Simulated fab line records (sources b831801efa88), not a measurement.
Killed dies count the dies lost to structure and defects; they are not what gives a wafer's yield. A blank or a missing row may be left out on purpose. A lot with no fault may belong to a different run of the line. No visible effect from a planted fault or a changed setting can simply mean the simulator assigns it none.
Chamber matching ; flow gf180mcu ; 4 sister chambers for GF_CONTACT_ETCH_16 on rie_diel-01
The step etches BARC in N2/H2. 4 wafers are shown with their chamber, then 10 later ones without.

## WAFERS PAIRED WITH THEIR CHAMBERS
wafer;chamber;drypump_motor_current_A (A)
L197.4;0;5.8
L199.6;1;5.9
L204.1;2;5.0
L204.4;3;6.8

## WAFERS MISSING THEIR CHAMBER
wafer;drypump_motor_current_A (A)
L204.6;6.7
L208.1;5.0
L208.2;5.9
L208.4;6.8
L210.3;5.0
L210.4;5.8
L210.5;5.0
L213.2;5.9
L213.4;6.8
L213.5;6.8

## WHICH CHAMBER EACH ONE RAN IN
wafer;from the rows above;in truth
L204.6;3;3
L208.1;2;2
L208.2;1;1
L208.4;3;3
L210.3;2;2
L210.4;0;0
L210.5;2;2
L213.2;1;1
L213.4;3;3
L213.5;3;3
Correct placement for 10 of the 10. Can't be placed from these rows: 0. Placed wrongly: 0.
How it was worked out, from the rows above alone: a wafer's distance from a chamber is the root of the sum, over the readings, of the square of ((its reading less the chamber's mean) divided by the reading's scatter). The wafer belongs to the nearest chamber; if the next one is less than 2 further off, it can't be placed. A chamber's mean is the mean of its shown wafers. The scatter: with one shown wafer a chamber, the root of the mean of the squares of how far each hidden wafer lies from its nearest shown one.
